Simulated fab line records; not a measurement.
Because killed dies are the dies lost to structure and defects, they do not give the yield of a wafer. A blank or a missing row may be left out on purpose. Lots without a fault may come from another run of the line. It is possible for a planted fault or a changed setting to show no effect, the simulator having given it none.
The same fault as seen by 2 desks | flow sky130 | numbers are kept per desk, each desk with only its own; the story behind them comes last

DESK OF THE TOOL OWNER: pvd sputter-02
The tool's own readings at SKY_METAL3_SPUTTER_03 (material Ti, target thk 5 nm, time 3.3 s): means of the sampled wafers that have a number, for each lot that ran on this tool. The brackets show how far a lot's mean lies from the usual mean; more than 4 standard deviations puts the lot out of limits, marked OUT.
Columns: A = chamber pressure pa at SKY_METAL3_SPUTTER_03, usual 0.4000 Pa; B = throttle valve pct at SKY_METAL3_SPUTTER_03, usual 29.8 %
lot  | first seen here | A      | B
L893 | day 39 15:38    | 0.3998 | 29.7
L905 | day 43 03:08    | 0.3999 | 30.6
This desk's finding: nothing out of limits on any of the 2 lots.

THE METROLOGY DESK
Means of the sampled wafers that have a number, per lot and without regard to the tool the lot ran on: this is what the gauges read. The brackets show how far a lot's mean lies from the usual mean; more than 4 standard deviations puts the lot out of limits, marked OUT.
Columns: A = VIA2_W_RS at SKY_VIA2_RS_MEAS_22, usual 0.2728 ohm/sq; B = VIA2_W_THK at SKY_VIA2_THK_MEAS_23, usual 425 nm
lot  | first seen here | A      | B
L883 | day 36 02:28    | 0.2732 | 420
L893 | day 39 15:08    | 0.2695 | 426
L900 | day 41 14:31    | 0.2754 | 424
L902 | day 42 03:40    | 0.2727 | 425
L905 | day 43 02:34    | 0.2748 | 431
This desk's finding: nothing out of limits on any of the 5 lots.

TAKEN TOGETHER
The desk of the tool owner found nothing out of limits.
At the metrology desk, nothing out of limits was observed.

WHAT HAD BEEN PUT IN BY THE SIMULATOR
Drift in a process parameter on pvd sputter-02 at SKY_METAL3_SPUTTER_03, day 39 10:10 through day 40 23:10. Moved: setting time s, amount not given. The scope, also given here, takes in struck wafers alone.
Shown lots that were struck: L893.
